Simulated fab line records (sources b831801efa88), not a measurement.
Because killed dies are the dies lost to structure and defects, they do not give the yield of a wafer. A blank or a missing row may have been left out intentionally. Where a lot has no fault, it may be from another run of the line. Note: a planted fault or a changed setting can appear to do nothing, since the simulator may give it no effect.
Matching of chambers | flow sfq line | SFQ_TRILAYER_I1_VIA_BARC_OPEN_VIA_ETCH_071 on rie diel-03 has 4 sister chambers
The step etches BARC in O2, target depth 125 nm, time 41.7 s. 16 wafers are shown with their chamber, then 8 later ones without.

EACH WAFER AND ITS CHAMBER
wafer  | chamber | drypump motor current A (A) | oes product au (a.u.) | chamber pressure mTorr (mTorr)
L569.2 | 2       | 6.2                         | 0.677                 | 30.007
L569.4 | 0       | 6.7                         | 0.681                 | 30.005
L569.5 | 3       | 6.2                         | 0.688                 | 29.984
L572.2 | 1       | 6.1                         | 0.686                 | 29.955
L572.4 | 2       | 6.4                         | 0.688                 | 29.995
L572.6 | 0       | 6.7                         | 0.677                 | 30.018
L573.2 | 0       | 6.7                         | 0.684                 | 29.900
L573.3 | 3       | 6.2                         | 0.674                 | 30.006
L573.4 | 3       | 6.2                         | 0.683                 | 29.984
L584.2 | 0       | 6.7                         | 0.685                 | 30.062
L584.4 | 2       | 6.3                         | 0.694                 | 29.978
L584.6 | 2       | 6.3                         | 0.677                 | 29.971
L587.2 | 1       | 6.1                         | 0.683                 | 30.019
L587.3 | 3       | 6.2                         | 0.684                 | 29.991
L587.6 | 3       | 6.2                         | 0.689                 | 29.987
L588.1 | 2       | 6.3                         | 0.688                 | 30.071

SIGNATURES (averages over the wafers above)
reading                 | chamber 0 | chamber 1 | chamber 2 | chamber 3 | scatter within a chamber
drypump motor current A | 6.700     | 6.100     | 6.300     | 6.200     | 0.0408
oes product au          | 0.68175   | 0.68450   | 0.68480   | 0.68360   | 0.00585
chamber pressure mTorr  | 29.99625  | 29.98700  | 30.00440  | 29.99040  | 0.0437
Rule: distance of a wafer from a chamber = root of the sum over the readings of ((wafer's reading minus chamber's mean) / reading's scatter) squared. If the next closest chamber is less than 2 further off than the closest, the wafer can't be placed; otherwise it belongs to the closest. The scatter: the root of (the sum of the squares of (reading less its chamber's mean) over the shown wafers, divided by (wafers less chambers)).

WAFERS WHOSE CHAMBER IS MISSING
wafer  | drypump motor current A (A) | oes product au (a.u.) | chamber pressure mTorr (mTorr)
L588.2 | 6.2                         | 0.686                 | 30.000
L588.3 | 6.7                         | 0.684                 | 29.990
L589.2 | 6.2                         | 0.684                 | 29.967
L589.5 | 6.2                         | 0.684                 | 29.968
L589.6 | 6.3                         | 0.684                 | 30.032
L590.3 | 6.2                         | 0.683                 | 30.017
L590.5 | 6.7                         | 0.693                 | 30.038
L590.6 | 6.2                         | 0.680                 | 30.003

EACH ONE'S CHAMBER
wafer  | from the rows above          | in truth
L588.2 | can't be placed: 3 or 2      | 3
L588.3 | 0                            | 0
L589.2 | can't be placed: 3 or 1      | 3
L589.5 | can't be placed: 3 or 1      | 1
L589.6 | can't be placed: 2 or 3      | 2
L590.3 | can't be placed: 3 or 2 or 1 | 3
L590.5 | 0                            | 0
L590.6 | can't be placed: 3 or 2 or 1 | 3
Correct placement for 2 of the 8. Unplaceable from these rows: 6, with the true chamber sitting among the candidates in 6. 0 placed wrongly.
